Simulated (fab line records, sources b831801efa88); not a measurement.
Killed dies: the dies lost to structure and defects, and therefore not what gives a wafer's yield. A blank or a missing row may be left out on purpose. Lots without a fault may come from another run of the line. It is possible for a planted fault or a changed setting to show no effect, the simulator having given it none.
fab line records + flow gf180mcu
record
- lots=12
- wafers=36
- last_day=35
route steps=602 shown M1@316 V1@339
lots that met no fault: from a run of the same line without faults
start_h: hours from the record's opening day to when the first of the lot's shown wafers began + wait_h: hours since the lot's step before + " same as the row above + L1.1+2: one row covering several wafers at once + - no value, or no start was given + * or withheld: withheld + < > ~ a bound
route shown NAME@n: names a module that has steps shown in the file, with the first one's number in the route + usual: mean/standard deviation taken from wafers without a fault + same: alike in all rows + chamber/n: place in a boat + sites: readings site by site + _std_site: their standard deviation + _edge_site: mean of outer sites minus mean of inner sites + radius_mm: how far each site lies from the wafer's centre + mask NAME#n: copy n + behind: the tool/chamber that last shaped the wafer + hold: why the lot went on hold/how many hours it stayed there/how the hold came to an end + device: transistor that didn't switch, given as n, p or np + end of line: tests of these same wafers at the route's end + step lacking rows: just its recipe + killed: dies lost to structure and defects at the first sort, not the wafer's yield + map: the dies of a wafer, with x for killed, . for not killed, _ for no die there
set.NAME: the run value of the setting; set.NAME@STEP: its run value at that earlier step + model.NAME: the simulator's own value behind a step, which no gauge read
steps of the route over a sample of lots; a table a step, a row a wafer
services: when a tool's chamber went out of use (start_h, in hours from the record's first day, below 0 if earlier), for how many hours, and the reason
## steps
# step GF_M1_SPUTTER_01
# recipe
- material=TiN
- target_thk_nm=30
- power_w=6500
- time_s=25
- chamber_pressure_pa=0.4
# usual
- throttle_valve_pct=29.8/1.1
| lot.wafer | tool           | chamber | start_h | wait_h | throttle_valve_pct |
|-----------|----------------|---------|---------|--------|--------------------|
| L477.2    | pvd_sputter-01 | -       | 392.29  | 0.1    | 31.6               |
| L477.3    | "              | -       | "       | "      | 31.3               |
| L477.5    | "              | -       | "       | "      | 30.4               |
| L479.2    | pvd_sputter-03 | -       | 403.96  | 0.1    | 28.7               |
| L479.4    | "              | -       | "       | "      | 29.2               |
| L479.5    | "              | -       | "       | "      | 28.7               |
| L480.1    | pvd_sputter-01 | -       | 419.80  | 0.1    | 30.6               |
| L480.5    | "              | -       | "       | "      | 30.7               |
| L480.6    | "              | -       | "       | "      | 30.9               |
| L481.2    | pvd_sputter-03 | -       | 428.88  | 0.1    | 28.8               |
| L481.3    | "              | -       | "       | "      | 29.5               |
| L481.5    | "              | -       | "       | "      | 28.8               |
| L482.2    | pvd_sputter-01 | -       | 434.61  | 0.1    | 31.5               |
| L482.3    | "              | -       | "       | "      | 30.4               |
| L482.4    | "              | -       | "       | "      | 30.5               |
| L486.1    | pvd_sputter-03 | -       | 464.52  | 0.1    | 28.8               |
| L486.3    | "              | -       | "       | "      | 28.7               |
| L486.6    | "              | -       | "       | "      | 28.9               |
| L488.2    | pvd_sputter-03 | -       | 480.53  | 0.1    | 28.9               |
| L488.4    | "              | -       | "       | "      | 28.6               |
| L488.5    | "              | -       | "       | "      | 28.7               |
| L489.2    | pvd_sputter-03 | -       | 489.46  | 0.1    | 29.3               |
| L489.3    | "              | -       | "       | "      | 28.9               |
| L489.4    | "              | -       | "       | "      | 29.0               |
| L493.1    | pvd_sputter-04 | -       | 527.96  | 0.1    | 29.4               |
| L493.4    | "              | -       | "       | "      | 29.9               |
| L493.5    | "              | -       | "       | "      | 29.2               |
| L496.1    | pvd_sputter-04 | -       | 549.60  | 0.1    | 30.0               |
| L496.2    | "              | -       | "       | "      | 29.5               |
| L496.3    | "              | -       | "       | "      | 30.5               |
| L498.1    | pvd_sputter-01 | -       | 566.07  | 0.1    | 31.4               |
| L498.4    | "              | -       | "       | "      | 30.4               |
| L498.6    | "              | -       | "       | "      | 30.5               |
| L499.4    | pvd_sputter-01 | -       | 574.55  | 0.1    | 31.6               |
| L499.5    | "              | -       | "       | "      | 31.5               |
| L499.6    | "              | -       | "       | "      | 31.7               |
# step GF_M1_THK_MEAS_06
# recipe
- thk_meas_gauge=xrf
- reads=AlCu_of_M1_SPUTTER_02
# usual
- M1_ALCU_THK=459/6.1
| lot.wafer | tool          | chamber | start_h | wait_h | M1_ALCU_THK[nm] |
|-----------|---------------|---------|---------|--------|-----------------|
| L477.2    | film_metro-03 | -       | 392.54  | 0.1    | 451             |
| L477.3    | "             | -       | "       | "      | 456             |
| L477.5    | "             | -       | "       | "      | 458             |
| L479.2    | film_metro-03 | -       | 404.33  | 0.1    | 472             |
| L479.4    | "             | -       | "       | "      | 460             |
| L479.5    | "             | -       | "       | "      | 463             |
| L480.1    | film_metro-04 | -       | 420.05  | 0.1    | 451             |
| L480.5    | "             | -       | "       | "      | 454             |
| L480.6    | "             | -       | "       | "      | 448             |
| L481.2    | film_metro-03 | -       | 429.13  | 0.1    | 462             |
| L481.3    | "             | -       | "       | "      | 454             |
| L481.5    | "             | -       | "       | "      | 462             |
| L482.2    | film_metro-04 | -       | 434.86  | 0.1    | 454             |
| L482.3    | "             | -       | "       | "      | 455             |
| L482.4    | "             | -       | "       | "      | 450             |
| L486.1    | film_metro-04 | -       | 464.76  | 0.1    | 456             |
| L486.3    | "             | -       | "       | "      | 459             |
| L486.6    | "             | -       | "       | "      | 461             |
| L488.2    | film_metro-03 | -       | 480.78  | 0.1    | 469             |
| L488.4    | "             | -       | "       | "      | 468             |
| L488.5    | "             | -       | "       | "      | 467             |
| L489.2    | film_metro-04 | -       | 489.71  | 0.1    | 448             |
| L489.3    | "             | -       | "       | "      | 457             |
| L489.4    | "             | -       | "       | "      | 456             |
| L493.1    | film_metro-01 | -       | 528.20  | 0.1    | 462             |
| L493.4    | "             | -       | "       | "      | 467             |
| L493.5    | "             | -       | "       | "      | 467             |
| L496.1    | film_metro-01 | -       | 549.84  | 0.1    | 451             |
| L496.2    | "             | -       | "       | "      | 455             |
| L496.3    | "             | -       | "       | "      | 452             |
| L498.1    | film_metro-03 | -       | 566.31  | 0.1    | 459             |
| L498.4    | "             | -       | "       | "      | 457             |
| L498.6    | "             | -       | "       | "      | 455             |
| L499.4    | film_metro-03 | -       | 574.82  | 0.1    | 453             |
| L499.5    | "             | -       | "       | "      | 460             |
| L499.6    | "             | -       | "       | "      | 453             |
# step GF_M1_CD_MEAS_14
# recipe
- target_cd_nm=230
# usual
- cd_nm=230.1/1.3
| lot.wafer | tool      | chamber | start_h | wait_h | cd_nm |
|-----------|-----------|---------|---------|--------|-------|
| L477.2    | cd_sem-01 | -       | 415.90  | 0.1    | 228.6 |
| L477.3    | "         | -       | "       | "      | 230.3 |
| L477.5    | "         | -       | "       | "      | 228.7 |
| L479.2    | cd_sem-01 | -       | 428.20  | 0.1    | 228.3 |
| L479.4    | "         | -       | "       | "      | 229.7 |
| L479.5    | "         | -       | "       | "      | 229.4 |
| L480.1    | cd_sem-01 | -       | 444.39  | 0.1    | 232.6 |
| L480.5    | "         | -       | "       | "      | 232.5 |
| L480.6    | "         | -       | "       | "      | 232.5 |
| L481.2    | cd_sem-01 | -       | 454.05  | 0.1    | 230.3 |
| L481.3    | "         | -       | "       | "      | 228.8 |
| L481.5    | "         | -       | "       | "      | 229.2 |
| L482.2    | cd_sem-02 | -       | 459.40  | 0.2    | 232.0 |
| L482.3    | "         | -       | "       | "      | 231.0 |
| L482.4    | "         | -       | "       | "      | 231.6 |
| L486.1    | cd_sem-02 | -       | 488.98  | 0.1    | 228.9 |
| L486.3    | "         | -       | "       | "      | 229.2 |
| L486.6    | "         | -       | "       | "      | 228.6 |
| L488.2    | cd_sem-02 | -       | 504.10  | 0.1    | 229.2 |
| L488.4    | "         | -       | "       | "      | 230.2 |
| L488.5    | "         | -       | "       | "      | 228.8 |
| L489.2    | cd_sem-02 | -       | 513.35  | 0.1    | 232.2 |
| L489.3    | "         | -       | "       | "      | 232.4 |
| L489.4    | "         | -       | "       | "      | 232.5 |
| L493.1    | cd_sem-01 | -       | 550.83  | 0.1    | 229.9 |
| L493.4    | "         | -       | "       | "      | 229.9 |
| L493.5    | "         | -       | "       | "      | 230.3 |
| L496.1    | cd_sem-02 | -       | 572.49  | 0.1    | 230.2 |
| L496.2    | "         | -       | "       | "      | 230.1 |
| L496.3    | "         | -       | "       | "      | 231.4 |
| L498.1    | cd_sem-01 | -       | 588.89  | 0.1    | 229.5 |
| L498.4    | "         | -       | "       | "      | 231.3 |
| L498.6    | "         | -       | "       | "      | 229.8 |
| L499.4    | cd_sem-01 | -       | 596.14  | 0.1    | 228.4 |
| L499.5    | "         | -       | "       | "      | 229.9 |
| L499.6    | "         | -       | "       | "      | 228.0 |
# step GF_V1_CMP_04
# recipe
- material=SiO2
- down_force_psi=4
- platen_rpm=60
- pad_velocity_m_s=0.94248
# usual
- head_pressure_psi=3.999/0.0089
- motor_current_A=12.3/1.8
- time_to_endpoint_s=82/5.8
| lot.wafer | tool   | chamber | start_h | wait_h | head_pressure_psi | motor_current_A | time_to_endpoint_s |
|-----------|--------|---------|---------|--------|-------------------|-----------------|--------------------|
| L477.3    | cmp-01 | 3       | 416.99  | 0.0    | 3.983             | 10.6            | 77                 |
| L477.2    | "      | 0       | "       | "      | 4.005             | 9.9             | 74                 |
| L477.5    | "      | 0       | "       | "      | 4.009             | 10.4            | 73                 |
| L479.2    | cmp-02 | 3       | 429.30  | 0.1    | 4.019             | 13.9            | 80                 |
| L479.4    | "      | 0       | "       | "      | 3.993             | 13.1            | 82                 |
| L479.5    | "      | 2       | "       | "      | 4.001             | 9.8             | 86                 |
| L480.1    | cmp-02 | 1       | 445.64  | 0.2    | 3.996             | 11.4            | 77                 |
| L480.6    | "      | 0       | "       | "      | 3.996             | 13.6            | 82                 |
| L480.5    | "      | 1       | "       | "      | 4.008             | 12.2            | 82                 |
| L481.2    | cmp-02 | 1       | 455.23  | 0.1    | 4.000             | 12.3            | 89                 |
| L481.3    | "      | 2       | "       | "      | 3.989             | 8.9             | 85                 |
| L481.5    | "      | 1       | "       | "      | 4.002             | 12.4            | 91                 |
| L482.2    | cmp-02 | 3       | 460.52  | 0.0    | 3.997             | 13.7            | 86                 |
| L482.4    | "      | 1       | "       | "      | 3.989             | 11.5            | 85                 |
| L482.3    | "      | 2       | "       | "      | 4.001             | 10.3            | 87                 |
| L486.3    | cmp-02 | 0       | 490.08  | 0.0    | 3.982             | 12.6            | 79                 |
| L486.1    | "      | 1       | "       | "      | 4.005             | 12.0            | 78                 |
| L486.6    | "      | 0       | "       | "      | 3.993             | 13.1            | 83                 |
| L488.4    | cmp-02 | 1       | 505.21  | 0.1    | 4.016             | 12.1            | 106                |
| L488.2    | "      | 3       | "       | "      | 3.999             | 14.3            | 84                 |
| L488.5    | "      | 1       | "       | "      | 4.015             | 12.4            | 86                 |
| L489.4    | cmp-02 | 1       | 514.40  | 0.0    | 4.007             | 12.3            | 112                |
| L489.2    | "      | 2       | "       | "      | 3.978             | 9.3             | 82                 |
| L489.3    | "      | 0       | "       | "      | 4.006             | 12.8            | 79                 |
| L493.1    | cmp-01 | 3       | 551.94  | 0.1    | 4.004             | 10.4            | 72                 |
| L493.4    | "      | 1       | "       | "      | 3.983             | 11.5            | 72                 |
| L493.5    | "      | 3       | "       | "      | 3.988             | 11.0            | 80                 |
| L496.3    | cmp-01 | 2       | 573.90  | 0.4    | 4.017             | 15.0            | 78                 |
| L496.2    | "      | 3       | "       | "      | 3.993             | 10.7            | 75                 |
| L496.1    | "      | 0       | "       | "      | 4.005             | 10.7            | 78                 |
| L498.4    | cmp-02 | 3       | 590.00  | 0.1    | 3.995             | 14.3            | 90                 |
| L498.1    | "      | 1       | "       | "      | 4.011             | 12.1            | 83                 |
| L498.6    | "      | 2       | "       | "      | 3.999             | 9.5             | 81                 |
| L499.4    | cmp-01 | 1       | 597.15  | 0.0    | 4.000             | 12.2            | 74                 |
| L499.5    | "      | 1       | "       | "      | 4.000             | 12.3            | 83                 |
| L499.6    | "      | 2       | "       | "      | 4.003             | 14.7            | 81                 |
# step GF_V1_ETCH_17
# recipe
- chemistry=C4F8/O2/Ar
- mask_material=KrF
- target=SiO2
- stop_on=TiN
- source_w=1500
- bias_w=1200
- pressure_mtorr=40
- c4f8_flow_sccm=withheld
- O2_flow_sccm=6
- Ar_flow_sccm=300
- time_s=withheld
- target_depth_a=6300
# usual
- chamber_pressure_mTorr=40.00/0.041
- oes_product_au=0.856/0.0047
- rf_fwd_power_W=1492/5
| lot.wafer | tool        | chamber | start_h | wait_h | chamber_pressure_mTorr | oes_product_au | rf_fwd_power_W |
|-----------|-------------|---------|---------|--------|------------------------|----------------|----------------|
| L477.2    | rie_diel-04 | 2       | -       | -      | 40.02                  | 0.855          | 1487           |
| L477.3    | "           | 0       | "       | "      | 40.04                  | 0.854          | 1499           |
| L477.5    | "           | 0       | "       | "      | 39.98                  | 0.858          | 1488           |
| L479.2    | rie_diel-01 | 3       | -       | -      | 39.96                  | 0.859          | 1490           |
| L479.4    | "           | 2       | "       | "      | 39.93                  | 0.851          | 1488           |
| L479.5    | "           | 1       | "       | "      | 39.99                  | 0.851          | 1482           |
| L480.1    | rie_diel-04 | 3       | -       | -      | 40.00                  | 0.860          | 1492           |
| L480.5    | "           | 3       | "       | "      | 39.98                  | 0.860          | 1495           |
| L480.6    | "           | 2       | "       | "      | 39.94                  | 0.865          | 1491           |
| L481.2    | rie_diel-04 | 2       | -       | -      | 40.26                  | 0.850          | 1493           |
| L481.3    | "           | 1       | "       | "      | 39.95                  | 0.850          | 1493           |
| L481.5    | "           | 0       | "       | "      | 40.01                  | 0.856          | 1481           |
| L482.2    | rie_diel-04 | 2       | -       | -      | 40.00                  | 0.858          | 1487           |
| L482.3    | "           | 0       | "       | "      | 39.98                  | 0.855          | 1489           |
| L482.4    | "           | 1       | "       | "      | 39.99                  | 0.856          | 1492           |
| L486.1    | rie_diel-01 | 3       | -       | -      | 39.96                  | 0.858          | 1488           |
| L486.3    | "           | 2       | "       | "      | 39.95                  | 0.852          | 1486           |
| L486.6    | "           | 1       | "       | "      | 40.07                  | 0.854          | 1486           |
| L488.2    | rie_diel-02 | 2       | -       | -      | 40.01                  | 0.868          | 1488           |
| L488.4    | "           | 3       | "       | "      | 40.00                  | 0.917          | 1498           |
| L488.5    | "           | 3       | "       | "      | 40.02                  | 0.850          | 1501           |
| L489.2    | rie_diel-04 | 3       | -       | -      | 39.99                  | 0.861          | 1489           |
| L489.3    | "           | 0       | "       | "      | 39.99                  | 0.857          | 1485           |
| L489.4    | "           | 1       | "       | "      | 40.01                  | 0.920          | 1494           |
| L493.1    | rie_diel-02 | 3       | -       | -      | 40.07                  | 0.860          | 1500           |
| L493.4    | "           | 1       | "       | "      | 39.97                  | 0.855          | 1491           |
| L493.5    | "           | 0       | "       | "      | 40.00                  | 0.849          | 1498           |
| L496.1    | rie_diel-02 | 3       | -       | -      | 40.01                  | 0.857          | 1496           |
| L496.2    | "           | 2       | "       | "      | 40.03                  | 0.854          | 1493           |
| L496.3    | "           | 1       | "       | "      | 40.04                  | 0.854          | 1491           |
| L498.1    | rie_diel-04 | 2       | -       | -      | 39.98                  | 0.855          | 1482           |
| L498.4    | "           | 3       | "       | "      | 40.02                  | 0.848          | 1487           |
| L498.6    | "           | 3       | "       | "      | 39.92                  | 0.852          | 1491           |
| L499.4    | rie_diel-01 | 3       | -       | -      | 39.96                  | 0.848          | 1493           |
| L499.5    | "           | 2       | "       | "      | 39.96                  | 0.860          | 1492           |
| L499.6    | "           | 1       | "       | "      | 39.97                  | 0.853          | 1493           |
## services
| tool           | chamber | start_h | hours | kind   |
|----------------|---------|---------|-------|--------|
| cmp-01         | -       | 380.03  | 31.4  | repair |
| cmp-01         | -       | 385.67  | 4.3   | repair |
| rie_diel-04    | 3       | 389.80  | 4.1   | repair |
| rie_diel-04    | 0       | 397.95  | 11.0  | repair |
| cmp-01         | -       | 411.47  | 4.0   | pm     |
| pvd_sputter-03 | -       | 413.20  | 1.9   | repair |
| cmp-02         | -       | 415.87  | 5.8   | pm     |
| pvd_sputter-01 | -       | 426.35  | 3.0   | repair |
| pvd_sputter-03 | -       | 432.01  | 9.3   | repair |
| cmp-01         | -       | 453.63  | 2.4   | repair |
| rie_diel-04    | 3       | 462.67  | 2.7   | repair |
| cmp-01         | -       | 463.53  | 3.3   | repair |
| cmp-01         | -       | 474.81  | 0.3   | repair |
| rie_diel-04    | -       | 478.93  | 0.7   | repair |
| cmp-01         | -       | 495.88  | 4.2   | pm     |
| rie_diel-04    | 0       | 498.04  | 7.5   | repair |
| rie_diel-04    | 3       | 498.85  | 1.7   | repair |
| pvd_sputter-01 | -       | 508.74  | 2.5   | repair |
| rie_diel-04    | 1       | 554.99  | 9.7   | repair |
| cmp-02         | -       | 572.17  | 4.0   | pm     |
| rie_diel-04    | 1       | 595.56  | 6.0   | repair |
| rie_diel-04    | 2       | 600.56  | 5.9   | repair |
| cmp-02         | -       | 610.01  | 0.2   | repair |
| rie_diel-04    | 2       | 619.00  | 15.2  | repair |
## key
first_sign
- step=GF_V1_CMP_04
- reading=time_to_endpoint_s
- direction=up
- sigmas=4.6
- usual=*
- struck=*
effect
- step=GF_V1_ETCH_17
- reading=oes_product_au
- direction=up
- sigmas=13
- usual=0.856
- struck=0.918
met_at GF_V1_CMP_04
struck_lots L488,L489
struck_wafers L488.4,L489.4
not_acting_at GF_M1_SPUTTER_01,GF_M1_THK_MEAS_06,GF_M1_CD_MEAS_14
onset_between 490.08 505.21
fault
- kind=process_parameter_drift
- tool=cmp-02
- chamber=-
- onset_h=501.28
- steps=GF_V1_CMP_04
- channel=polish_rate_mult
- offset=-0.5
- shape=step
- end_h=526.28
- scope=struck_wafers_only
